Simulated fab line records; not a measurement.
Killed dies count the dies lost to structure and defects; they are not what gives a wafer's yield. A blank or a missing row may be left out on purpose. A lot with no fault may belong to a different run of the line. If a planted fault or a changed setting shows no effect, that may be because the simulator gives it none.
Matching of chambers    flow gf180mcu    cmp-02 running GF_V4_CMP_04: 4 sister chambers
The step polishes SiO2. 16 wafers are shown with their chamber, then 8 later ones without.

== WAFERS WITH THEIR CHAMBER ==
wafer   chamber  motor-current-A (A)  time-to-endpoint-s (s)
L521.1  2        11.0                 77
L521.5  1        14.6                 86
L521.6  2        11.2                 80
L523.4  2        11.5                 80
L523.5  1        15.4                 80
L523.6  0        12.2                 90
L524.2  0        14.0                 82
L524.3  2        11.1                 79
L524.6  2        10.7                 85
L528.1  3        13.0                 87
L528.3  1        15.0                 84
L528.6  2        11.4                 90
L530.2  1        14.5                 76
L530.3  0        13.6                 90
L530.4  2        11.5                 85
L538.1  1        14.5                 82

SIGNATURES, as means of the wafers listed above
reading             chamber 0  chamber 1  chamber 2  chamber 3  scatter within a chamber
motor-current-A     13.267     14.800     11.200     13.000     0.494
time-to-endpoint-s  87.33      81.60      82.29      87.00      4.33
Rule: for a wafer and a chamber, the distance is found by dividing, reading by reading, the gap between the wafer's reading and the chamber's mean by the reading's scatter, squaring, summing and taking the root. The wafer belongs to the nearest chamber; if the next one is less than 2 further off, it can't be placed. How the scatter is found: for the shown wafers, subtract from each reading the mean of its chamber, square and add these, divide the total by (wafers less chambers), then take the root.

== WAFERS MISSING THEIR CHAMBER ==
wafer   motor-current-A (A)  time-to-endpoint-s (s)
L538.5  12.1                 84
L538.6  12.7                 95
L541.1  13.1                 88
L541.4  13.9                 76
L541.6  12.4                 86
L542.1  13.8                 84
L542.4  13.7                 86
L542.5  13.3                 90

== WHICH CHAMBER EACH WENT THROUGH ==
wafer   from the rows above           in truth
L538.5  can't be placed: 2 or 3 or 0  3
L538.6  can't be placed: 3 or 0       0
L541.1  can't be placed: 3 or 0       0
L541.4  can't be placed: 1 or 0 or 3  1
L541.6  can't be placed: 3 or 0 or 2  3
L542.1  can't be placed: 0 or 3 or 1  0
L542.4  can't be placed: 0 or 3 or 1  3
L542.5  can't be placed: 0 or 3       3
Correctly placed: 0 of 8. Cannot be placed on the basis of these rows: 8; the candidates contain the true chamber in 8. 0 placed wrongly.
